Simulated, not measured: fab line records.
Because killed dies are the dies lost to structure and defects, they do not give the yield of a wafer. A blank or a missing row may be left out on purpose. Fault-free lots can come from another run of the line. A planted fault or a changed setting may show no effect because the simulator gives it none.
Which tool was responsible?    flow sky130    10 lots with 29 wafers sampled at 6 steps, on a route of 708 steps

WHAT THE GAUGES SHOWED, per wafer
SKY_METAL5_RS_MEAS_05: a four-point-probe measurement.
lot   measured      on            METAL5_ALCU_RS (ohm/sq)
L886  day 43 17:29  filmMetro-03  0.0266 0.0269 0.0271
L889  day 43 21:46  filmMetro-02  0.0273 0.0271 0.0271
L888  day 44 04:16  filmMetro-03  0.0273 0.0270 0.0269
L890  day 45 02:08  filmMetro-02  0.0265 0.0273 0.0269
L897  day 46 08:55  filmMetro-04  0.0275 0.0288
L899  day 47 08:51  filmMetro-03  0.0269 0.0265 0.0268
L902  day 47 15:58  filmMetro-02  0.0272 0.0273 0.0272
L904  day 48 02:25  filmMetro-03  0.0270 0.0270 0.0267
L905  day 48 09:55  filmMetro-03  0.0269 0.0269 0.0268
L907  day 48 12:27  filmMetro-02  0.0267 0.0270 0.0268

SKY_METAL5_THK_MEAS_06: measures by xrf.
lot   measured      on            METAL5_ALCU_THK (nm)
L886  day 43 17:35  filmMetro-03  1170 1159 1150
L889  day 43 21:53  filmMetro-02  1135 1139 1141
L888  day 44 04:22  filmMetro-03  1144 1150 1154
L890  day 45 02:14  filmMetro-02  1168 1139 1163
L897  day 46 09:02  filmMetro-04  1120 1072
L899  day 47 08:58  filmMetro-03  1141 1161 1149
L902  day 47 16:05  filmMetro-02  1148 1143 1150
L904  day 48 02:32  filmMetro-03  1150 1153 1155
L905  day 48 10:02  filmMetro-03  1156 1144 1160
L907  day 48 12:34  filmMetro-02  1171 1157 1167

WHAT TOOL EACH LOT RAN ON (gives the tool, then ch and the chambers of the sampled wafers, and finally the start)
lot   SKY_METAL1_SPUTTER_00        SKY_METAL1_SPUTTER_03        SKY_METAL1_METAL_ETCH_19          SKY_METAL5_SPUTTER_02
L886  pvdSputter-04, day 32 19:34  pvdSputter-04, day 32 19:39  rieMetal-01 ch 0,1, day 33 22:31  pvdSputter-02, day 43 17:20
L889  pvdSputter-04, day 33 00:57  pvdSputter-04, day 33 01:02  rieMetal-02 ch 0,1, day 34 04:02  pvdSputter-03, day 43 21:38
L888  pvdSputter-04, day 33 05:03  pvdSputter-04, day 33 05:07  rieMetal-02 ch 0,1, day 34 08:16  pvdSputter-01, day 44 04:06
L890  pvdSputter-03, day 34 08:07  pvdSputter-03, day 34 08:11  rieMetal-02 ch 0, day 35 10:43    pvdSputter-03, day 45 01:59
L897  pvdSputter-03, day 35 20:10  pvdSputter-03, day 35 20:14  rieMetal-02 ch 0,1, day 36 21:59  pvdSputter-02, day 46 08:47
L899  pvdSputter-04, day 37 00:11  pvdSputter-04, day 37 00:15  rieMetal-03 ch 1, day 38 01:55    pvdSputter-01, day 47 08:44
L902  pvdSputter-01, day 37 12:12  pvdSputter-01, day 37 12:16  rieMetal-01 ch 0,1, day 38 12:34  pvdSputter-03, day 47 15:50
L904  pvdSputter-03, day 38 01:35  pvdSputter-03, day 38 01:39  rieMetal-02 ch 1, day 39 02:55    pvdSputter-01, day 48 02:17
L905  pvdSputter-03, day 38 07:48  pvdSputter-03, day 38 07:53  rieMetal-03 ch 0,1, day 39 08:45  pvdSputter-01, day 48 09:47
L907  pvdSputter-03, day 38 13:30  pvdSputter-03, day 38 13:34  rieMetal-03 ch 0,1, day 39 14:20  pvdSputter-03, day 48 12:20
- SKY_METAL1_SPUTTER_00: material Ti, target thk 15 nm, time 10 s.
- SKY_METAL1_SPUTTER_03: material Ti, target thk 5 nm, time 3.3 s.
- SKY_METAL1_METAL_ETCH_19: etches the open film in Cl2/BCl3, stops on SiO2, target depth 360 nm, time 78 s.
- SKY_METAL5_SPUTTER_02: material AlCu, target thk 1150 nm, time 61.2 s.

WHAT THE TOOLS THEMSELVES READ (means of the sampled wafers that have a number; where no wafer has one, the mark that the record gives instead)
SKY_METAL1_SPUTTER_00.
lot   tool           throttleValvePct (%)
L886  pvdSputter-04  29.7
L889  pvdSputter-04  30.0
L888  pvdSputter-04  29.9
L890  pvdSputter-03  30.0
L897  pvdSputter-03  30.1
L899  pvdSputter-04  29.7
L902  pvdSputter-01  30.0
L904  pvdSputter-03  29.1
L905  pvdSputter-03  29.4
L907  pvdSputter-03  29.1

SKY_METAL1_SPUTTER_03.
lot   tool           throttleValvePct (%)
L886  pvdSputter-04  29.8
L889  pvdSputter-04  29.9
L888  pvdSputter-04  29.8
L890  pvdSputter-03  30.0
L897  pvdSputter-03  30.3
L899  pvdSputter-04  29.7
L902  pvdSputter-01  30.1
L904  pvdSputter-03  29.2
L905  pvdSputter-03  29.5
L907  pvdSputter-03  29.2

SKY_METAL1_METAL_ETCH_19.
lot   tool         drypumpMotorCurrentA (A)  oesProductAu (a.u.)  rfFwdPowerW (W)  throttleValvePct (%)
L886  rieMetal-01  4.8                       0.856                892              22.259
L889  rieMetal-02  6.5                       0.855                891              22.260
L888  rieMetal-02  6.6                       0.851                891              22.262
L890  rieMetal-02  6.8                       0.853                895              22.266
L897  rieMetal-02  6.6                       0.853                898              22.259
L899  rieMetal-03  5.8                       0.851                896              22.266
L902  rieMetal-01  4.8                       0.853                893              22.262
L904  rieMetal-02  6.4                       0.858                888              22.260
L905  rieMetal-03  5.9                       0.862                890              22.267
L907  rieMetal-03  5.9                       0.846                897              22.263

SKY_METAL5_SPUTTER_02.
lot   tool           throttleValvePct (%)
L886  pvdSputter-02  29.9
L889  pvdSputter-03  30.6
L888  pvdSputter-01  29.4
L890  pvdSputter-03  29.5
L897  pvdSputter-02  27.8
L899  pvdSputter-01  30.3
L902  pvdSputter-03  29.5
L904  pvdSputter-01  29.5
L905  pvdSputter-01  29.6
L907  pvdSputter-03  29.8

THE ANSWER, worked out from the rows above alone
Rule: the usual values come from the lots themselves. Put in order of their means at a reading, lots are off if they are a third of the lots or fewer, leave a main group of 4 or more, and stand apart from it by a gap of 3 or more times the standard deviation of the main group's means; of several such gaps the widest counts. If all means in a main group match to the digits the tables above print for the reading, that group is not used. A lot without any number at a reading at which 4 lots or more have one is off too. The other lots that the step has rows for count as sound. First the gauges in route order, then the tools' own readings, where a lot's mean is used as printed above. At the first step where some lot is off, the reading lying furthest off is the one used; lots without a number count as furthest.
Off: at SKY_METAL5_RS_MEAS_05 (METAL5_ALCU_RS), L897. Mean 0.0270 ohm/sq and standard deviation 0.00016 in the main group.
If a tool, at a process step before that reading, ran all the lots that are off and no sound lot after the first of them, it fits. Not tried: the gauges at SKY_METAL5_RS_MEAS_05; whatever is off there is also off at SKY_METAL5_SPUTTER_02, on other tools, and gauge error can't account for it. One candidate fits, namely pvdSputter-02 at SKY_METAL5_SPUTTER_02. A fault onset in the window from L886 (day 43 17:20, its last sound lot) to L897 (day 46 08:47, its first lot off) fits.
The tool's own readings at SKY_METAL5_SPUTTER_02 bear it out: on the lots that are off they differ by more than 5 times the standard deviation of the sound lots' means. throttleValvePct reads 27.8 % there against 29.8 % on the sound lots.

WHAT THE SIMULATOR PUT IN
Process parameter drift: pvdSputter-02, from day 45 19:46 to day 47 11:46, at SKY_METAL5_SPUTTER_02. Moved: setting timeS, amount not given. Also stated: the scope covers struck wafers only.
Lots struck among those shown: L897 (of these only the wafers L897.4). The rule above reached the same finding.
